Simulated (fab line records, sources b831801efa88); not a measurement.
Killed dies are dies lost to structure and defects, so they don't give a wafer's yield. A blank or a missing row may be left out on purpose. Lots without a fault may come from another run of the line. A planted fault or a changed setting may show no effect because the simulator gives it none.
A struck lot beside a sound one | flow sky130 | 36 steps out of a route of 708
Sound: wafers L166.2, L166.3, L166.5. Struck: wafers L173.3, L173.4, L173.5. The cause comes at the end.
At each step with rows: each side's tool, then ch and its chambers, then its first start. Under that, the readings that differ: sound wafers | struck wafers | difference of the means | sigmas: that difference in standard deviations of wafers without a fault.
alike: readings whose means differ by less than 2 such deviations, and words and numbers that are the same on both sides. not compared: withheld readings, readings that some wafer has no value for, bounds like >300 that may hide the same value, and numbers for which the record gives no deviation and whose values overlap.
The two part at a step that has a row with sigmas, a row that says differs or no value, or rows on one side only. Numbers that don't overlap but have no deviation are shown without sigmas and don't part them. A reading that every wafer of one side lacks parts them only if that side has two wafers or more.

first, 10 steps without rows for these wafers: SKY_GATE_OXIDE_COAT_05 (resist thk 1140 nm); SKY_GATE_OXIDE_SOFTBAKE_06 (time 60 s); SKY_GATE_OXIDE_EXPOSE_07 (exposes mask LVOM, target cd 600 nm); SKY_GATE_OXIDE_PEB_08; SKY_GATE_OXIDE_DEVELOP_09 (develop time 60 s); SKY_GATE_OXIDE_IMPLANT_11; SKY_GATE_OXIDE_WET_ETCH_12 (etches SiO2 in dHF, target depth 16.8 nm, time 336 s); SKY_GATE_OXIDE_STRIP_13 (strips in O2/N2); SKY_GATE_OXIDE_CLEAN_15 (cleans in SC1/SC2, time 150 s); SKY_GATE_OXIDE_OXIDATION_16 (stabilise 600 s, purge 300 s, target thk 3.57 nm).
SKY_POLY_GATE_CVD_00: deposits poly-Si, target thk 180 nm, time 720 s.
  sound on lpcvd-01 ch 1, day 14 06:39; struck on lpcvd-01 ch 1, day 16 15:26
  reading                                       | sound             | struck            | difference | sigmas
  spike_tc_centre_C (C)                         | 620.2 620.0 620.3 | 627.9 626.4 627.1 | +7.0       | +5
  spike_tc_top_C (C)                            | 642.5 641.7 642.1 | 654.9 654.1 654.5 | +12.4      | +6
  spike_tc_upper_C (C)                          | 619.2 620.1 618.9 | 555.1 553.5 554.0 | -65.2      | -65
  zone_power_centre_pct (%)                     | 9.36 9.21 9.22    | 14.77 14.81 14.61 | +5.47      | +18
  zone_power_lower_pct (%)                      | 8.52 8.50 8.52    | 7.69 7.74 7.80    | -0.77      | -3
  zone_power_top_pct (%)                        | 22.5 22.3 22.3    | 30.7 30.1 30.4    | +8.0       | +7
  zone_power_upper_pct (%)                      | 9.9 9.9 10.0      | 0.0 0.0 0.0       | -9.9       | -18
  model.poly-Si_of_POLY_GATE_CVD_00.thk_nm (nm) | 179.2 179.9 181   | 92.46 91.5 95.25  | -86.96     |
SKY_POLY_GATE_THK_MEAS_01:
  sound on film_metro-01, day 14 07:52; struck on film_metro-02, day 16 16:40
  reading                   | sound             | struck         | difference | sigmas
  POLY_GATE_CVD_00_THK (nm) | 179.3 179.8 181.0 | 92.4 91.5 95.3 | -87.0      | -58
then, 9 steps without rows for these wafers: SKY_RES_PROTECT_DEHYDRATE_00 (time 60 s); SKY_RES_PROTECT_HMDS_01 (prime time 60 s); SKY_RES_PROTECT_COAT_02 (resist thk 1140 nm); SKY_RES_PROTECT_SOFTBAKE_03 (time 60 s); SKY_RES_PROTECT_EXPOSE_04 (exposes mask RPM, target cd 1270 nm); SKY_RES_PROTECT_PEB_05; SKY_RES_PROTECT_DEVELOP_06 (develop time 60 s); SKY_POLY_GATE_IMPLANT_02; SKY_RES_PROTECT_STRIP_07 (strips in O2/N2).
SKY_RES_PROTECT_CLEAN_09: cleans in SC1/SC2, time 150 s.
  sound on wet_bench-01 ch 3, day 15 08:56; struck on wet_bench-02 ch 3, day 17 21:10
  reading                                       | sound             | struck            | difference | sigmas
  bath_heat_duty_pct (%)                        | 11.8 11.9 11.1    | 14.2 13.9 14.8    | +2.7       | +2
  model.poly-Si_of_POLY_GATE_CVD_00.thk_nm (nm) | 178.6 179.2 180.3 | 91.82 90.87 94.62 | -86.93     |
then, 11 steps without rows for these wafers: SKY_POLY_GATE_CVD_03 (deposits Si3N4 from DCS/NH3, target thk 75 nm, time 1290 s); SKY_POLY_GATE_DEHYDRATE_05 (time 60 s); SKY_POLY_GATE_HMDS_06 (prime time 60 s); SKY_POLY_GATE_COAT_07 (resist thk 110 nm); SKY_POLY_GATE_COAT_08 (resist thk 450 nm); SKY_POLY_GATE_SOFTBAKE_09 (time 90 s); SKY_POLY_GATE_EXPOSE_10 (exposes mask P1M, target cd 150 nm); SKY_POLY_GATE_PEB_11; SKY_POLY_GATE_DEVELOP_12 (develop time 60 s); SKY_POLY_GATE_ETCH_15 (etches BARC in N2/H2, stops on SiO2, time 118.5 s, target depth 110 nm); SKY_POLY_GATE_ETCH_16 (etches Si3N4 in CH3F/O2, stops on poly-Si, time 147.5 s, target depth 75 nm).
SKY_POLY_GATE_ETCH_17: etches poly-Si in HBr/Cl2, stops on SiO2, target depth 180 nm, time 70.5 s.
  sound on rie_si-02 ch 0,1, day 16 14:13; struck on rie_si-01 ch 0,2,3, day 19 06:04
  reading                               | sound             | struck            | difference | sigmas
  oes_product_au (a.u.)                 | 0.974 0.986 0.986 | 0.642 0.633 0.654 | -0.339     | -46
  model.POLY_GATE.feature_depth_nm (nm) | 178.5 179.2 180.3 | 91.82 90.87 94.62 | -86.90     |
  model.etch.depth_nm (nm)              | 178.5 179.2 180.3 | 91.82 90.87 94.62 | -86.90     |
  alike: drypump_motor_current_A, throttle_valve_pct
  not compared: rf_hours_counter_h
then, 1 step without rows for these wafers: SKY_POLY_GATE_STRIP_18 (strips in O2/N2).
-- the record jumps here: 29 days lie between the struck wafers' starts before and after (it left off in module POLY_GATE and takes up again in module PAD_OPEN, whose first step shown is number 708 of the route) --
SKY_PAD_OPEN_PROBE_99:
  sound on prober-02, day 46 05:03; struck on prober-01, day 48 07:28
  no value came back on the struck wafers for any of 5 readings (model.etest.res_high_po.line_ohm_um, model.etest.res_poly.line_ohm_um and others); on the sound wafers model.etest.res_high_po.line_ohm_um reads 754.7 735.8 762.2
  alike: killed_at_M0_to_M3, killed_at_M4_up, killed_at_contacts, killed_at_front_end, killed_at_other, killed_dies, killed_on_rim, killed_open, killed_short

WHERE THEY PART
First at SKY_POLY_GATE_CVD_00; last, within this record, at SKY_PAD_OPEN_PROBE_99.

WHY: what the simulator had put in
Process parameter drift: lpcvd-01, from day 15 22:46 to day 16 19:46, at SKY_POLY_GATE_CVD_00. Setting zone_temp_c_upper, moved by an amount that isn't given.
